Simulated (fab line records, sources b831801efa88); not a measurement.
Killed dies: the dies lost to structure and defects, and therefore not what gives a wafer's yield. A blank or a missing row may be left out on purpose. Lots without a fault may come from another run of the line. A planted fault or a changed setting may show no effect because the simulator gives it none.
fab line records | flow gf180mcu
[record] lots = 6 wafers = 18 lastDay = 34
route steps=602 shown VT_IMPLANT@108
lots untouched by any fault: they come from a run of this same line in which no faults occurred
startH: hours from the record's opening day to when the first of the lot's shown wafers began | waitH: how many hours have passed since the lot's step before this one | " repeats the value in the row above | L1.1+2: several wafers, shown together as one row | - no value, or no start given | * or withheld: withheld | < > ~ a bound
route shown NAME@n: NAME is a module with steps in the file, n the number in the route of the first one | usual: the fault-free wafers' mean and standard deviation | same: alike in all rows | chamber/n: place in a boat | sites: each site's reading | _std_site: the values' standard deviation | _edge_site: outer sites' mean less inner sites' | radiusMm: how far each site lies from the wafer's centre | mask NAME#n: copy n | behind: the most recent tool/chamber to have shaped the wafer | hold: why the lot was held/for how many hours/how that ended | device: which transistor (n, p or np) failed to switch | end of line: the same wafers' tests at the end of the route | a step with no rows: only its recipe | killed: the dies lost at the first sort to structure and to defects; this is not the yield of the wafer | map: per-die view of a wafer (x killed, . not killed, _ where there is no die)
set.NAME: setting as actually run; set.NAME@STEP: the setting as run at that earlier step | model.NAME: the simulator's own value behind a step, which no gauge read
lots at some steps of the route; a table a step, a row a wafer
services: when a tool's chamber went out of use (startH, in hours from the record's first day, below 0 if earlier), for how many hours, and the reason
[[steps]]
[step GF_VT_IMPLANT_OVL_MEAS_18]
[usual] VT_IMPLANT_01_OVL = -1.0/1.1
// columns lot.wafer tool chamber startH waitH VT_IMPLANT_01_OVL[nm]
L870.4 overlay-02 - 171.71 0.1 -1.8
L870.5 " - " " -1.7
L870.6 " - " " -2.9
L871.1 overlay-02 - 178.09 0.1 -0.2
L871.4 " - " " -1.6
L871.6 " - " " -1.0
L872.2 overlay-02 - 181.85 0.1 -2.3
L872.5 " - " " -1.8
L872.6 " - " " -3.6
L874.2 overlay-02 - 192.04 0.1 0.5
L874.4 " - " " 0.9
L874.6 " - " " 0.4
L883.1 overlay-02 - 252.64 0.1 -2.4
L883.4 " - " " -1.8
L883.6 " - " " -3.0
L884.1 overlay-01 - 260.94 0.1 -1.2
L884.2 " - " " -0.2
L884.3 " - " " 0.0
[step GF_VT_IMPLANT_IMPLANT_19]
[recipe] species = As energyKev = 100 doseCm2 = 4.35e+12 tiltDeg = 7
[step GF_VT_IMPLANT_STRIP_20]
[recipe] chemistry = O2/N2 powerW = 1400 pressureMtorr = 1500 platenTempC = 250 o2FlowSccm = 3000 n2FlowSccm = 300 overashFraction = 0.5
[usual] chamberPressureMTorr = 1499.9/1.2 drypumpMotorCurrentA = 5.7/0.46 heaterPowerW = 332/26 oesProductAu = 0.716/0.0044 stripTimeToEndpointS = 12.62/0.032
[same] overashFraction = 0.5
// columns lot.wafer tool chamber startH waitH chamberPressureMTorr drypumpMotorCurrentA heaterPowerW oesProductAu rfHoursCounterH stripTimeToEndpointS
L870.4 plasmaAsher-02 1 171.91 0.1 1500.3 5.6 308 0.717 - 12.65
L870.5 " 1 " " 1500.3 5.7 312 0.721 - 12.65
L870.6 " 0 " " 1498.7 5.5 302 0.716 - 12.66
L871.1 plasmaAsher-01 0 178.27 0.1 1499.7 6.6 323 0.714 39 12.60
L871.4 " 1 " " 1499.0 5.2 333 0.718 - 12.67
L871.6 " 0 " " 1499.3 6.6 325 0.723 - 12.64
L872.2 plasmaAsher-02 1 182.03 0.1 1501.2 5.7 317 0.723 7 12.59
L872.5 " 0 " " 1501.6 5.4 307 0.725 - 12.62
L872.6 " 1 " " 1500.0 5.7 318 0.708 - 12.66
L874.2 plasmaAsher-03 0 192.22 0.1 1497.0 5.6 368 0.727 60 12.60
L874.4 " 1 " " 1499.6 6.0 388 0.718 - 12.57
L874.6 " 0 " " 1500.8 5.6 358 0.713 - 12.60
L883.1 plasmaAsher-02 0 252.82 0.1 1500.3 5.5 308 0.715 14 12.57
L883.4 " 0 " " 1500.1 5.5 309 0.712 - 12.59
L883.6 " 0 " " 1499.6 5.4 299 0.725 - 12.58
L884.1 plasmaAsher-01 1 261.12 0.1 1499.9 5.2 328 0.711 47 12.66
L884.2 " 0 " " 1498.9 6.6 323 0.718 47 12.65
L884.3 " 1 " " 1499.4 5.1 325 0.714 - 12.63
[step GF_VT_IMPLANT_TW_MEAS_21]
[usual] VT_IMPLANT_2_TW = 1218/19
// columns lot.wafer tool chamber startH waitH VT_IMPLANT_2_TW
L870.4 filmMetro-02 - 172.01 0.1 1206
L870.5 " - " " 1205
L870.6 " - " " 1209
L871.1 filmMetro-02 - 178.37 0.1 1205
L871.4 " - " " 1204
L871.6 " - " " 1211
L872.2 filmMetro-03 - 182.14 0.1 1242
L872.5 " - " " 1239
L872.6 " - " " 1237
L874.2 filmMetro-03 - 192.33 0.1 1237
L874.4 " - " " 1233
L874.6 " - " " 1231
L883.1 filmMetro-02 - 252.92 0.1 1201
L883.4 " - " " 1201
L883.6 " - " " 1202
L884.1 filmMetro-01 - 261.22 0.1 1198
L884.2 " - " " 1192
L884.3 " - " " 1195
[step GF_VT_IMPLANT_DEHYDRATE_22]
[recipe] tempC = 200 timeS = 60
[step GF_VT_IMPLANT_HMDS_23]
[recipe] primeTimeS = 60 primeTempC = 120
[step GF_VT_IMPLANT_COAT_24]
[recipe] resist = NOVOLAK spinRpm = 3000 resistThkNm = 1000
[step GF_VT_IMPLANT_SOFTBAKE_25]
[recipe] tempC = 90 timeS = 60 resist = NOVOLAK
[step GF_VT_IMPLANT_EXPOSE_26]
[recipe] maskId = LVPWELL_HV_AREA targetCdNm = 860 na = 0.6 sourceShape = conventional sigmaOuter = 0.6 doseMj = 140
[step GF_VT_IMPLANT_PEB_27]
[recipe] tempC = withheld timeS = * resist = NOVOLAK
[step GF_VT_IMPLANT_DEVELOP_28]
[recipe] developTimeS = 60 devTempC = 23
[step GF_VT_IMPLANT_OVL_MEAS_29]
[usual] VT_IMPLANT_02_OVL = -0.3/1.6
// columns lot.wafer tool chamber startH waitH VT_IMPLANT_02_OVL[nm]
L870.4 overlay-01 - 186.71 0.1 -0.7
L870.5 " - " " 0.1
L870.6 " - " " -1.1
L871.1 overlay-01 - 193.85 0.1 1.4
L871.4 " - " " 1.4
L871.6 " - " " -0.5
L872.2 overlay-01 - 198.50 0.1 1.0
L872.5 " - " " 1.6
L872.6 " - " " 1.7
L874.2 overlay-01 - 209.25 0.1 1.3
L874.4 " - " " -0.1
L874.6 " - " " -0.9
L883.1 overlay-01 - 271.84 0.1 0.5
L883.4 " - " " 0.4
L883.6 " - " " 0.1
L884.1 overlay-02 - 280.39 0.1 -1.1
L884.2 " - " " 0.4
L884.3 " - " " -1.0
[step GF_VT_IMPLANT_IMPLANT_30]
[recipe] species = B energyKev = 25 doseCm2 = 2.534e+12 tiltDeg = 7
[usual] beamEnergyKeV = 24.999/0.0076 endStationPressureTorr = 5e-06/2.7e-07
// columns lot.wafer tool chamber startH waitH beamEnergyKeV endStationPressureTorr model.implant.rpNm model.implant.drpNm
L870.4 implanter-03 0 186.80 0.1 25.011 4.78e-06 84.13 35.62
L870.5 " 0 " " 25.005 5.54e-06 84.13 35.62
L870.6 " 0 " " 25.014 4.53e-06 84.13 35.62
L871.1 implanter-01 0 193.88 0.0 24.998 4.78e-06 83.43 35.62
L871.4 " 0 " " 24.993 5.21e-06 83.43 35.62
L871.6 " 0 " " 24.999 5.62e-06 83.43 35.62
L872.2 implanter-01 0 198.56 0.0 27.601 4.88e-06 91.39 39.81
L872.5 " 0 " " 27.601 5.06e-06 91.39 39.81
L872.6 " 0 " " 27.596 5.46e-06 91.39 39.81
L874.2 implanter-01 0 209.31 0.0 27.604 5.22e-06 84.8 39.81
L874.4 " 0 " " 27.589 4.98e-06 84.8 39.81
L874.6 " 0 " " 27.585 5.27e-06 84.8 39.81
L883.1 implanter-01 0 271.88 0.0 25.004 5.39e-06 83.2 35.62
L883.4 " 0 " " 24.997 4.98e-06 83.2 35.62
L883.6 " 0 " " 24.994 4.92e-06 83.2 35.62
L884.1 implanter-04 0 280.42 0.0 24.991 4.8e-06 82.86 35.62
L884.2 " 0 " " 24.993 5.62e-06 82.86 35.62
L884.3 " 0 " " 25.001 5.24e-06 82.86 35.62
[step GF_VT_IMPLANT_STRIP_31]
[recipe] chemistry = O2/N2 powerW = 1400 pressureMtorr = 1500 platenTempC = 250 o2FlowSccm = 3000 n2FlowSccm = 300 overashFraction = 0.5
[usual] chamberPressureMTorr = 1499.8/1.4 drypumpMotorCurrentA = 5.8/0.52 heaterPowerW = 338/24 oesProductAu = 0.716/0.0041 stripTimeToEndpointS = 12.64/0.046
[same] overashFraction = 0.5
// columns lot.wafer tool chamber startH waitH chamberPressureMTorr drypumpMotorCurrentA heaterPowerW oesProductAu rfHoursCounterH stripTimeToEndpointS
L870.4 plasmaAsher-01 0 186.91 0.1 1500.3 6.6 323 0.716 - 12.58
L870.5 " 1 " " 1500.9 5.1 334 0.711 - 12.60
L870.6 " 0 " " 1498.2 6.6 338 0.723 - 12.57
L871.1 plasmaAsher-01 0 194.03 0.1 1499.0 6.6 328 0.718 40 12.58
L871.4 " 0 " " 1498.0 6.6 326 0.720 - 12.60
L871.6 " 0 " " 1499.0 6.6 326 0.720 - 12.58
L872.2 plasmaAsher-01 0 198.68 0.1 1502.0 6.6 327 0.723 41 12.62
L872.5 " 0 " " 1499.0 6.6 330 0.707 - 12.60
L872.6 " 1 " " 1498.5 5.1 321 0.716 - 12.64
L874.2 plasmaAsher-03 1 209.43 0.1 1500.7 6.0 386 0.710 62 12.72
L874.4 " 0 " " 1498.6 5.6 348 0.712 - 12.70
L874.6 " 0 " " 1500.1 5.6 345 0.715 - 12.69
L883.1 plasmaAsher-02 1 272.03 0.1 1498.5 5.7 312 0.723 16 12.65
L883.4 " 0 " " 1498.6 5.5 298 0.723 - 12.63
L883.6 " 1 " " 1499.7 5.7 327 0.715 - 12.68
L884.1 plasmaAsher-03 1 280.57 0.1 1498.0 6.0 385 0.712 70 12.66
L884.2 " 0 " " 1499.6 5.7 350 0.714 70 12.67
L884.3 " 0 " " 1499.2 5.6 346 0.722 - 12.67
[[services]]
// columns tool chamber startH hours kind
implanter-04 - 160.48 5.1 pm
implanter-04 - 225.39 2.2 repair
implanter-03 - 255.59 60.5 pm
[[key]]
[firstSign] step = GF_VT_IMPLANT_IMPLANT_30 reading = beamEnergyKeV direction = up sigmas = 99+ usual = 24.999 struck = 27.596
effect none on later readings
[modelEffect] step = GF_VT_IMPLANT_IMPLANT_30 value = implant.rpNm without = 79.94 struck = 88.1
metAt GF_VT_IMPLANT_IMPLANT_30
struckWafers L872.2,L872.5,L872.6,L874.2,L874.4,L874.6
testerLeftOut L872,L874
onsetBetween 193.88 198.56
[fault] kind = processParameterDrift tool = implanter-01 chamber = - onsetH = 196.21 steps = GF_VT_IMPLANT_IMPLANT_30 channel = energyKev offset = 2.5948 shape = step endH = 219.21 actsIn = theseRecipesOnly stated = 25
// testerLeftOut: of these lots the tester's yield and bins aren't shown, on N5 and GAA mostly nor the transistor test; their killed dies are dies lost to structure and defects alone, not to doping, threshold or leakage, so they don't give the yield
